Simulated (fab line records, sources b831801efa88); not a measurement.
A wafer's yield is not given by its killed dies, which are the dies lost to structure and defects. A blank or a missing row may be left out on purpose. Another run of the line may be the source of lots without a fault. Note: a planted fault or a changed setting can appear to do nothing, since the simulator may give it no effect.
Code-filled problem report in 8D (eight disciplines) form ; flow sfq_line ; the parts of the form that need people (team, actions taken, sign-off) are left out

1. WHAT WENT WRONG
At SFQ_TRILAYER_M6_BARC_OPEN_METAL_ETCH_206, rf_fwd_power_W averages 689.2 W over 6 wafers from 2 lots, while fault-free wafers read 593.9 W, standard deviation 2.2. Relative to the usual mean, that is a shift of +43 standard deviations.
The step: etches BARC in O2, target depth 125 nm, time 41.7 s.
First observed at day 78 09:43: wafer L944.2, on rie_metal-03. The record holds 42 wafers of 14 lots with a number at this step. Rule for "out" (also "out of limits"): further than 4 standard deviations from the usual mean. All remaining wafers that have a number are taken as sound.

2. WHAT IT IS, WHAT IT ISN'T
question;is;is not
which readings at this step;rf_fwd_power_W;drypump_motor_current_A, he_backside_leak_sccm, oes_product_au
which lots;L944, L947;L933, L934, L936, L937, L938, L941, L945, L946, L948, L954, L955, L956
which wafers of those lots;all that have a number;-
read on which tools;rie_metal-03;rie_metal-02, rie_metal-04
when;from day 78 09:43;"up to then (18 sound wafers); but 18 sound wafers of L945, L946, L948, L954, L955, L956 came after"

3. SUSPECTS, AND WHAT RULES EACH OUT
Counting: a tool at any process step up to the reading remains a suspect when it ran all the lots that are out and ran no sound lot after the first of those.
- rie_metal-03 at SFQ_TRILAYER_M6_BARC_OPEN_METAL_ETCH_206 (etches BARC in O2, target depth 125 nm, time 41.7 s): kept. It processed each lot that is out, first L944 at day 78 09:43, and no sound lot thereafter; up to then, the last sound lot it processed was L941 at day 78 04:56. On those wafers its own readings are out: rf_fwd_power_W.
Left after counting: rie_metal-03 at SFQ_TRILAYER_M6_BARC_OPEN_METAL_ETCH_206.

4. THE CAUSE (what the simulator had put in)
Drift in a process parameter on rie_metal-03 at SFQ_TRILAYER_M6_BARC_OPEN_METAL_ETCH_206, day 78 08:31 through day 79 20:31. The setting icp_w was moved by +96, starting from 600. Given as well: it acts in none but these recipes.
After counting, this tool was the only one left.

5. SEQUENCE OF EFFECTS, ordered by route
Each row: a reading where the mean over the struck wafers with a number is more than 3 standard deviations away from the usual. Only readings for which the record gives a usual standard deviation are gone through. hours: the time from each lot's start at the first step in this table that gives one to its start at this step, as a median over the lots. sigmas: the change in usual standard deviations.
hours;step;reading;usual;on struck wafers;change;sigmas
0;SFQ_TRILAYER_M6_BARC_OPEN_METAL_ETCH_206;rf_fwd_power_W;593.9 W;689.2;+95.3;+43
Process steps it contains:
- SFQ_TRILAYER_M6_BARC_OPEN_METAL_ETCH_206: etches BARC in O2, target depth 125 nm, time 41.7 s.

6. HOW IT WOULD HAVE BEEN CAUGHT EARLIER
In this record the first reading out of limits was taken at day 78 09:43, 1 hour after the fault began at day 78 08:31.
